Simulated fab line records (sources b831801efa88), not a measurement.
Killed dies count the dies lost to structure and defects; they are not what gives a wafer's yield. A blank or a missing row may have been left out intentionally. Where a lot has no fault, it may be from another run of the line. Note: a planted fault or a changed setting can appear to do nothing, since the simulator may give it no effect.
What tool caused it? -- flow sky130 -- 10 lots, 30 wafers sampled, at 7 steps of a route of 708

== WHAT THE GAUGES READ, wafer by wafer ==
SKY_LDD_HVP_OVL_MEAS_07. Usual: for LDD_HVP_OVL the level is 1.4 nm and the standard deviation is 1.3.
lot,measured,on,LDD_HVP_OVL (nm),flag
L275,day 22 01:58,overlay-01,1.1 2.2 1.1,
L277,day 22 22:34,overlay-01,1.6 1.5 0.5,
L282,day 24 15:28,overlay-02,0.2 0.7 0.4,
L281,day 24 17:28,overlay-02,1.8 -1.0 2.6,
L283,day 25 03:28,overlay-02,3.0 0.6 1.8,
L288,day 26 23:29,overlay-01,1.6 0.9 0.9,
L291,day 27 22:40,overlay-01,2.4 1.9 2.8,
L292,day 28 17:50,overlay-02,1.0 -0.1 -1.6,
L295,day 29 06:38,overlay-02,3.4 3.5 4.1,
L296,day 29 09:25,overlay-01,2.0 2.9 2.0,

SKY_SD_P_TW_MEAS_11. Usual: for SD_P_TW the level is 2814 and the standard deviation is 30.
lot,measured,on,SD_P_TW,flag
L275,day 25 22:52,film-metro-04,2815 2817 2807,
L277,day 26 17:10,film-metro-01,2864 2882 2868,
L282,day 28 10:33,film-metro-04,2816 2815 2810,
L281,day 28 11:32,film-metro-01,2872 2876 2869,
L283,day 28 20:47,film-metro-02,2777 2788 2778,
L288,day 30 16:37,film-metro-01,2858 2835 2871,
L291,day 31 15:13,film-metro-04,2830 2837 2826,
L292,day 32 10:20,film-metro-04,2826 2822 2832,
L295,day 32 21:54,film-metro-02,2800 2819 2792,
L296,day 33 00:33,film-metro-02,2784 2788 2791,

SKY_RES_XHIGH_TW_MEAS_09. Usual: for RES_XHIGH_TW the level is 1635 and the standard deviation is 20.
lot,measured,on,RES_XHIGH_TW,flag
L275,day 27 04:23,film-metro-04,1631 1632 1630,
L277,day 27 22:37,film-metro-02,1621 1621 1624,
L282,day 29 14:49,film-metro-02,1908 1905 1920,OFF
L281,day 29 16:19,film-metro-02,1921 1909 1915,OFF
L283,day 30 01:28,film-metro-04,1640 1640 1638,
L288,day 31 20:51,film-metro-01,1672 1673 1677,
L291,day 32 19:30,film-metro-02,1621 1623 1623,
L292,day 33 13:38,film-metro-04,1633 1627 1633,
L295,day 34 01:09,film-metro-02,1612 1616 1609,
L296,day 34 03:53,film-metro-02,1602 1612 1605,

SKY_SD_N_RS_MEAS_18: measures by four-point-probe. Usual: for RES_XHIGH_RS the level is 333.7 ohm/sq and the standard deviation is 1.3.
lot,measured,on,RES_XHIGH_RS (ohm/sq),flag
L275,day 28 10:15,film-metro-01,335.1 334.5 334.8,
L277,day 29 03:33,film-metro-01,331.3 332.4 331.6,
L282,day 30 20:38,film-metro-04,218.7 219.0 219.4,OFF
L281,day 30 22:03,film-metro-02,218.3 217.9 218.1,OFF
L283,day 31 06:55,film-metro-01,334.9 332.5 333.7,
L288,day 33 01:53,film-metro-02,332.3 332.5 333.2,
L291,day 34 00:22,film-metro-01,333.2 334.4 333.4,
L292,day 34 17:49,film-metro-01,330.7 329.9 330.8,
L295,day 35 05:48,film-metro-01,333.3 334.5 333.8,
L296,day 35 08:40,film-metro-04,336.9 336.5 336.9,

== WHAT TOOL EACH LOT RAN ON (gives the tool, then ch and the chambers of the sampled wafers, and finally the start) ==
lot,SKY_POLY_CUT_ETCH_10,SKY_RES_XHIGH_IMPLANT_07,SKY_RES_XHIGH_STRIP_08
L275,"rie-diel-04 ch 1,2, day 24 16:47","implanter-02 ch 0, day 27 04:08","plasma-asher-04 ch 0,1, day 27 04:17"
L277,"rie-diel-03 ch 0,3, day 25 11:38","implanter-01 ch 0, day 27 22:22","plasma-asher-03 ch 1, day 27 22:31"
L282,"rie-diel-01 ch 2,3, day 27 05:14","implanter-01 ch 0, day 29 14:35","plasma-asher-03 ch 0,1, day 29 14:43"
L281,"rie-diel-03 ch 2,3, day 27 06:20","implanter-01 ch 0, day 29 16:04","plasma-asher-02 ch 0,1, day 29 16:13"
L283,"rie-diel-04 ch 1,3, day 27 16:38","implanter-02 ch 0, day 30 01:14","plasma-asher-02 ch 0,1, day 30 01:21"
L288,"rie-diel-01 ch 0,1,2, day 29 11:02","implanter-02 ch 0, day 31 20:38","plasma-asher-04 ch 0,1, day 31 20:46"
L291,"rie-diel-04 ch 1,2,3, day 30 10:17","implanter-01 ch 0, day 32 19:17","plasma-asher-02 ch 0,1, day 32 19:25"
L292,"rie-diel-01 ch 0,1,3, day 31 05:55","implanter-01 ch 0, day 33 13:23","plasma-asher-02 ch 0,1, day 33 13:32"
L295,"rie-diel-04 ch 1,2,3, day 31 17:38","implanter-01 ch 0, day 34 00:56","plasma-asher-02 ch 0,1, day 34 01:03"
L296,"rie-diel-01 ch 0,1, day 31 20:26","implanter-01 ch 0, day 34 03:38","plasma-asher-02 ch 0,1, day 34 03:46"
- SKY_POLY_CUT_ETCH_10: etches BARC in N2/H2, stops on SiO2, time 45.9 s, target depth 60 nm.
- SKY_RES_XHIGH_IMPLANT_07
- SKY_RES_XHIGH_STRIP_08: strips in O2/N2.

== AS READ BY THE TOOLS THEMSELVES (means over the sampled wafers that have a number; for cases with no such wafer, the mark the record gives instead) ==
SKY_POLY_CUT_ETCH_10. Usual: chamber-pressure-mTorr 29.999 mTorr, standard deviation 0.026; drypump-motor-current-A 5.72 A, standard deviation 0.3; oes-product-au 0.855 a.u., standard deviation 0.0051; throttle-valve-pct 13.226 %, standard deviation 0.0099.
lot,tool,chamber-pressure-mTorr (mTorr),drypump-motor-current-A (A),oes-product-au (a.u.),throttle-valve-pct (%),flag
L275,rie-diel-04,29.994,5.77,0.856,13.228,
L277,rie-diel-03,30.001,5.73,0.852,13.227,
L282,rie-diel-01,29.983,5.92,0.855,13.229,
L281,rie-diel-03,29.969,5.65,0.857,13.225,
L283,rie-diel-04,30.003,5.87,0.853,13.220,
L288,rie-diel-01,30.019,5.89,0.855,13.220,
L291,rie-diel-04,29.991,5.87,0.856,13.223,
L292,rie-diel-01,30.017,5.61,0.858,13.230,
L295,rie-diel-04,30.013,5.84,0.863,13.229,
L296,rie-diel-01,30.015,5.63,0.857,13.223,

SKY_RES_XHIGH_IMPLANT_07. Usual: beam-energy-keV 20.001, standard deviation 0.006; beam-on-s 38.9 s, standard deviation 1.6; dose-ions-cm2 3.601e+14, standard deviation 3.6e+11.
lot,tool,beam-energy-keV,beam-on-s (s),dose-ions-cm2,flag
L275,implanter-02,19.998,37.3,3.605e+14,
L277,implanter-01,20.003,40.8,3.602e+14,
L282,implanter-01,20.004,71.3,6.352e+14,OFF
L281,implanter-01,19.999,71.4,6.349e+14,OFF
L283,implanter-02,19.997,37.3,3.602e+14,
L288,implanter-02,20.004,37.7,3.598e+14,
L291,implanter-01,20.001,41.3,3.602e+14,
L292,implanter-01,20.001,41.0,3.602e+14,
L295,implanter-01,20.002,40.4,3.602e+14,
L296,implanter-01,20.008,40.1,3.601e+14,

SKY_RES_XHIGH_STRIP_08. Usual: chamber-pressure-mTorr 1500.1 mTorr, standard deviation 1.4; drypump-motor-current-A 5.75 A, standard deviation 0.26; oes-product-au 0.711 a.u., standard deviation 0.0044; strip-time-to-endpoint-s 14.26 s, standard deviation 0.045.
lot,tool,chamber-pressure-mTorr (mTorr),drypump-motor-current-A (A),oes-product-au (a.u.),strip-time-to-endpoint-s (s),flag
L275,plasma-asher-04,1499.5,5.74,0.717,14.24,
L277,plasma-asher-03,1500.4,5.91,0.709,14.32,
L282,plasma-asher-03,1500.2,5.64,0.692,14.86,OFF
L281,plasma-asher-02,1500.7,5.88,0.692,14.84,OFF
L283,plasma-asher-02,1500.1,5.74,0.709,14.25,
L288,plasma-asher-04,1499.4,5.78,0.709,14.29,
L291,plasma-asher-02,1501.6,5.88,0.714,14.24,
L292,plasma-asher-02,1500.8,5.74,0.712,14.27,
L295,plasma-asher-02,1500.8,5.75,0.710,14.33,
L296,plasma-asher-02,1499.2,5.78,0.709,14.16,

== THE ANSWER, worked out from the rows above alone ==
Rule: a lot counts as off when the mean over its wafers that have a number is more than 3 standard deviations away from the usual mean. A lot without any number at a reading at which 4 lots or more have one is off too. The other lots that the step has rows for count as sound. The gauges are gone through in route order, then the tools' own readings, and for those a lot's mean is taken as printed above. The first step at which some lot is off is used, and at that step the reading that is off furthest; a lot without a number counts as furthest.
Off: L282, L281, at SKY_RES_XHIGH_TW_MEAS_09 (RES_XHIGH_TW).
A tool fits if, at a process step before that reading, it ran every lot that is off, and no sound lot after the first of them. Not tried: the gauges at SKY_RES_XHIGH_TW_MEAS_09; whatever is off there is also off at SKY_RES_XHIGH_IMPLANT_07, on other tools, and gauge error can't account for it. Of those tried, none fits.

== WHAT HAD BEEN PUT IN BY THE SIMULATOR ==
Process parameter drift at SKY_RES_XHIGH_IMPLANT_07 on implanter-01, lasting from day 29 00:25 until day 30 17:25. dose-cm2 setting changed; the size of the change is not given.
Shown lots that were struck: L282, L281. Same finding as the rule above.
